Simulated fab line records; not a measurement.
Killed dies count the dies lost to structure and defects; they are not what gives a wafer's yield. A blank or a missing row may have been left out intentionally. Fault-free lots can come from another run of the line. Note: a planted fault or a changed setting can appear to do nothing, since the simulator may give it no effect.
Struck lot and sound lot, side by side :: flow sky130 :: 15 steps out of a route of 708
Sound: these wafers, L676.1, L676.2, L676.6. Struck: wafer L681.4 (L681.3, L681.6, from the same lot, were not struck and are left out); the cause is given at the end.
Per side, at each step with rows, come the tool, then ch with its chambers, and then its first start. Under that, the readings that differ: sound wafers :: struck wafers :: difference of the means :: sigmas: that difference in standard deviations of wafers without a fault.
alike: same words and numbers on both sides, and readings whose means sit less than 2 such deviations apart. not compared: any withheld reading, any reading some wafer has no value for, any bound like >300 that may hide the same value, and any number with overlapping values for which the record gives no deviation.
A row with sigmas, a row that says differs or no value, or rows on one side alone: a step with any of these is where the two part. Numbers that don't overlap but have no deviation are shown without sigmas and don't part them. A reading that every wafer of one side lacks parts them only if that side has two wafers or more.

first, 8 steps without rows for these wafers: SKY_FIELD_ISO_DEHYDRATE_05 (time 60 s); SKY_FIELD_ISO_HMDS_06 (prime time 60 s); SKY_FIELD_ISO_COAT_07 (resist thk 60 nm); SKY_FIELD_ISO_COAT_08 (resist thk 450 nm); SKY_FIELD_ISO_SOFTBAKE_09 (time 90 s); SKY_FIELD_ISO_EXPOSE_10 (exposes mask FOM, target cd 150 nm); SKY_FIELD_ISO_PEB_11; SKY_FIELD_ISO_DEVELOP_12 (develop time 60 s).
SKY_FIELD_ISO_CD_MEAS_13: target cd 150 nm.
  struck on cd sem-01, day 4 04:09; sound on cd sem-01, day 3 01:46
  alike: cd nm
SKY_FIELD_ISO_ETCH_14: etches BARC in N2/H2, stops on SiO2, time 45.9 s, target depth 60 nm.
  sound on rie diel-03 ch 0,2, day 3 01:53; struck on rie diel-01 ch 0, day 4 04:14
  alike: drypump motor current A, oes product au, run length s, throttle valve pct
  not compared: rf hours counter h
SKY_FIELD_ISO_ETCH_15: etches the open film in CHF3/O2, stops on Si, target depth 180 nm, time 72 s.
  sound on rie diel-03 ch 0,2, day 3 01:55; struck on rie diel-01 ch 0, day 4 04:16
reading: throttle valve pct (%)
sound: 8.834 8.851 8.851
struck: 8.819
difference: -0.026
sigmas: -3
  alike: drypump motor current A, oes product au, run length s
  not compared: rf hours counter h
SKY_FIELD_ISO_STRIP_16: strips in O2/N2.
  sound on plasma asher-01 ch 0,1, day 3 01:59; struck on plasma asher-01 ch 1, day 4 04:22
reading: strip time to endpoint s (s)
sound: 3.60 3.63 3.62
struck: 3.49
difference: -0.13
sigmas: -4
  alike: drypump motor current A, o2 flow sccm, oes product au
  not compared: rf hours counter h
SKY_FIELD_ISO_ETCH_17: etches Si in HBr/Cl2/O2, target depth 342 nm, time 97.7 s.
  sound on rie si-01 ch 0,1,2, day 3 02:05; struck on rie si-01 ch 0, day 4 04:26
reading: run length s (s)
sound: 125.1 126.2 126.2
struck: 113.0
difference: -12.8
sigmas: -24

reading: model.etch.depth nm (nm)
sound: 360.5 340.6 351.6
struck: 301.8
difference: -49.1
sigmas: 

reading: model.FIELD_ISO.feature depth nm (nm)
sound: 360.5 340.6 351.6
struck: 301.8
difference: -49.1
sigmas: 
  alike: drypump motor current A, mfc cl2 sccm, oes product au, throttle valve pct
  not compared: rf hours counter h
then, 1 step without rows for these wafers: SKY_FIELD_ISO_WET_ETCH_18 (etches Si3N4 in H3PO4, target depth 25 nm, time 286 s).
-- the record jumps here: 45 days lie between the struck wafers' starts before and after (it left off in module FIELD_ISO and takes up again in module PAD_OPEN, whose first step shown is number 708 of the route) --
SKY_PAD_OPEN_PROBE_99:
  struck on prober-02, day 49 00:35; sound on prober-01, day 47 23:47
reading: killed short
sound: 48 40 36
struck: 24
difference: -17
sigmas: -2

reading: model.etest.res_p_drift_20v.line ohm um
sound: 1.176e+04 1.077e+04 1.148e+04
struck: 9698
difference: -1639
sigmas: 

reading: model.etest.res_p_drift_20v.rs ohm sq
sound: 9878 8878 9525
struck: 7969
difference: -1458
sigmas: 

reading: model.etest.pfet_16v.r on ohm um
sound: 1.607e+04 1.504e+04 1.572e+04
struck: 1.393e+04
difference: -1.680e+03
sigmas: 

reading: model.etest.res iso pwell.rs ohm sq
sound: 3642 3080 3419
struck: 2404
difference: -976
sigmas: 

reading: model.etest.res iso pwell.line ohm um
sound: 1383 1171 1299
struck: 907.1
difference: -377.2
sigmas: 

reading: model.etest.res nwell.line ohm um
sound: 1204 1137 1180
struck: 1033
difference: -141
sigmas: 

reading: model.etest.res nwell.rs ohm sq
sound: 1030 955.5 996.7
struck: 862.2
difference: -131.9
sigmas: 

reading: model.etest.cap poly to well.c af um2
sound: 89.76 92.28 88.29
struck: 98.58
difference: +8.47
sigmas: 
  alike: killed_at_M0_to_M3, killed_at_M4_up, killed at contacts, killed at front end, killed at other, killed dies, killed open

## WHERE THEY PART
Last at SKY_PAD_OPEN_PROBE_99 as far as this record goes, first at SKY_FIELD_ISO_ETCH_15.

WHY: whatever the simulator had introduced
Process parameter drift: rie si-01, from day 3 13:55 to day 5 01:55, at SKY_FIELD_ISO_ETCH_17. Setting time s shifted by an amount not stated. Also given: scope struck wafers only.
